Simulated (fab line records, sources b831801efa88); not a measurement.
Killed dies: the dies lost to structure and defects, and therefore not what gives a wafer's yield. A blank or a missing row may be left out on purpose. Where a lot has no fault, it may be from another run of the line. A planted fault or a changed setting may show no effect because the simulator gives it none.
Which tool was responsible? | flow sky130 | 11 lots with 33 wafers sampled at 4 steps, on a route of 708 steps

WHAT THE GAUGES READ, wafer by wafer
SKY_POLY_CUT_CD_MEAS_08: target cd 270 nm. Usual: cd_nm reads 270.0 nm (standard deviation 1.6).
lot  | measured     | on        | cd_nm (nm)        | flag
L144 | day 25 08:11 | cd_sem-02 | 271.7 271.4 271.2 |
L145 | day 25 08:55 | cd_sem-02 | 270.4 270.3 271.1 |
L147 | day 25 09:19 | cd_sem-02 | 270.5 270.4 271.1 |
L148 | day 27 13:38 | cd_sem-01 | 268.7 270.1 270.5 |
L151 | day 27 15:09 | cd_sem-02 | 270.3 271.1 270.6 |
L152 | day 27 15:10 | cd_sem-01 | 270.2 270.9 270.7 |
L154 | day 28 00:44 | cd_sem-02 | 267.3 268.7 267.7 |
L153 | day 28 02:50 | cd_sem-01 | 270.6 271.0 271.3 |
L157 | day 28 16:53 | cd_sem-02 | 268.5 272.3 269.3 |
L163 | day 31 02:58 | cd_sem-02 | 269.9 268.4 271.5 |
L165 | day 31 16:37 | cd_sem-01 | 267.0 268.3 268.2 |

SKY_SD_N_RS_MEAS_16: a four-point-probe measurement. Usual: for SD_N_RS the level is 68.57 ohm/sq and the standard deviation is 0.11.
lot  | measured     | on            | SD_N_RS (ohm/sq)                    | flag
L144 | day 29 00:30 | film_metro-03 | 68.58 68.65 68.59                   |
L145 | day 29 01:40 | film_metro-02 | 68.48 68.59 68.45                   |
L147 | day 29 02:33 | film_metro-04 | 68.56 68.54 68.59                   |
L148 | day 31 03:55 | film_metro-03 | 68.48 68.53 68.62                   |
L151 | day 31 06:04 | film_metro-02 | 68.61 68.57 68.60                   |
L152 | day 31 06:56 | film_metro-04 | 68.62 68.43 68.51                   |
L154 | day 31 15:23 | film_metro-03 | 68.55 68.70 68.64                   |
L153 | day 31 17:07 | film_metro-03 | 68.82 68.74 68.73                   |
L157 | day 32 06:25 | film_metro-02 | 68.69 68.67 68.50                   |
L163 | day 34 14:05 | film_metro-02 | 70.70 70.82 70.81 70.71 70.78 70.72 | OFF
L165 | day 35 02:31 | film_metro-04 | 70.74 70.80 70.71 70.88 70.81 70.81 | OFF

SKY_SD_N_RS_MEAS_17: a four-point-probe measurement. Usual: for SD_P_RS the level is 147.1 ohm/sq and the standard deviation is 0.37.
lot  | measured     | on            | SD_P_RS (ohm/sq)                    | flag
L144 | day 29 00:37 | film_metro-03 | 147.5 147.4 147.2                   |
L145 | day 29 01:47 | film_metro-02 | 147.0 146.5 146.8                   |
L147 | day 29 02:40 | film_metro-04 | 146.5 147.1 146.5                   |
L148 | day 31 04:02 | film_metro-03 | 146.8 147.2 147.0                   |
L151 | day 31 06:11 | film_metro-02 | 147.0 146.4 146.6                   |
L152 | day 31 07:04 | film_metro-04 | 147.0 146.8 147.1                   |
L154 | day 31 15:30 | film_metro-03 | 147.4 147.4 147.0                   |
L153 | day 31 17:14 | film_metro-03 | 147.8 148.1 147.7                   |
L157 | day 32 06:32 | film_metro-02 | 147.2 147.1 146.7                   |
L163 | day 34 15:34 | film_metro-02 | 159.8 159.7 159.7 160.0 159.6 160.0 | OFF
L165 | day 35 07:46 | film_metro-04 | 159.4 159.8 159.9 159.8 159.8 159.3 | OFF

WHAT TOOL EACH LOT RAN ON (gives the tool, then ch and the chambers of the sampled wafers, and finally the start)
lot  | SKY_SD_N_RTA_14
L144 | rtp_anneal-02 ch 0, day 29 00:19
L145 | rtp_anneal-01 ch 0, day 29 01:29
L147 | rtp_anneal-02 ch 0, day 29 02:21
L148 | rtp_anneal-02 ch 0, day 31 03:44
L151 | rtp_anneal-01 ch 0, day 31 05:53
L152 | rtp_anneal-02 ch 0, day 31 06:46
L154 | rtp_anneal-01 ch 0, day 31 15:11
L153 | rtp_anneal-02 ch 0, day 31 16:56
L157 | rtp_anneal-01 ch 0, day 32 06:14
L163 | rtp_anneal-01 ch 0, day 34 13:55
L165 | rtp_anneal-01 ch 0, day 35 02:20
- SKY_SD_N_RTA_14: time 2 s.

AS READ BY THE TOOLS THEMSELVES (means over the sampled wafers that have a number; for cases with no such wafer, the mark the record gives instead)
SKY_SD_N_RTA_14. Usual: anneal_temp_c_max 1080.7, standard deviation 1.1; lamp_power_pct 15.73 %, standard deviation 0.059; wafer_temp_C_max 1078.0, standard deviation 1.3.
lot  | tool          | anneal_temp_c_max | lamp_power_pct (%) | wafer_temp_C_max | flag
L144 | rtp_anneal-02 | 1079.8            | 15.72              | 1078.2           |
L145 | rtp_anneal-01 | 1081.1            | 15.71              | 1078.8           |
L147 | rtp_anneal-02 | 1081.6            | 15.71              | 1078.4           |
L148 | rtp_anneal-02 | 1081.7            | 15.76              | 1077.4           |
L151 | rtp_anneal-01 | 1080.5            | 15.69              | 1077.8           |
L152 | rtp_anneal-02 | 1080.9            | 15.73              | 1077.9           |
L154 | rtp_anneal-01 | 1080.0            | 15.78              | 1079.4           |
L153 | rtp_anneal-02 | 1080.0            | 15.74              | 1077.1           |
L157 | rtp_anneal-01 | 1081.4            | 15.77              | 1078.1           |
L163 | rtp_anneal-01 | 1080.1            | 15.23              | 1077.6           | OFF
L165 | rtp_anneal-01 | 1080.1            | 15.23              | 1077.4           | OFF

THE ANSWER, worked out from the rows above alone
Rule: lot off if the mean of its wafers having a number is beyond 3 standard deviations from the usual mean. Also off: a lot with no number at a reading for which 4 or more lots have one. The other lots that the step has rows for count as sound. First the gauges in route order, then the tools' own readings, where a lot's mean is used as printed above. The first step at which some lot is off is used, and at that step the reading that is off furthest; a lot without a number counts as furthest.
Off: at SKY_SD_N_RS_MEAS_16 (SD_N_RS), L163, L165.
If a tool, at a process step before that reading, ran all the lots that are off and no sound lot after the first of them, it fits. The gauges at SKY_SD_N_RS_MEAS_16 aren't tried: what is off there is off at SKY_SD_N_RTA_14 too, on other tools, and a gauge's error can't cause that. One fits: rtp_anneal-01 at SKY_SD_N_RTA_14. A fault onset in the window from L157 (day 32 06:14, its last sound lot) to L163 (day 34 13:55, its first lot off) fits.
The tool's own readings at SKY_SD_N_RTA_14 bear it out: on the lots that are off they differ by more than 5 times the standard deviation of the sound lots' means. lamp_power_pct reads 15.23 % there against 15.73 % on the sound lots.

WHAT HAD BEEN PUT IN BY THE SIMULATOR
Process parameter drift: rtp_anneal-01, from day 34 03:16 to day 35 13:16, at SKY_SD_N_RTA_14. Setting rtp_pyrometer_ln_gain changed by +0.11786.
Shown lots that were struck: L163, L165. The rule given above showed the same thing.
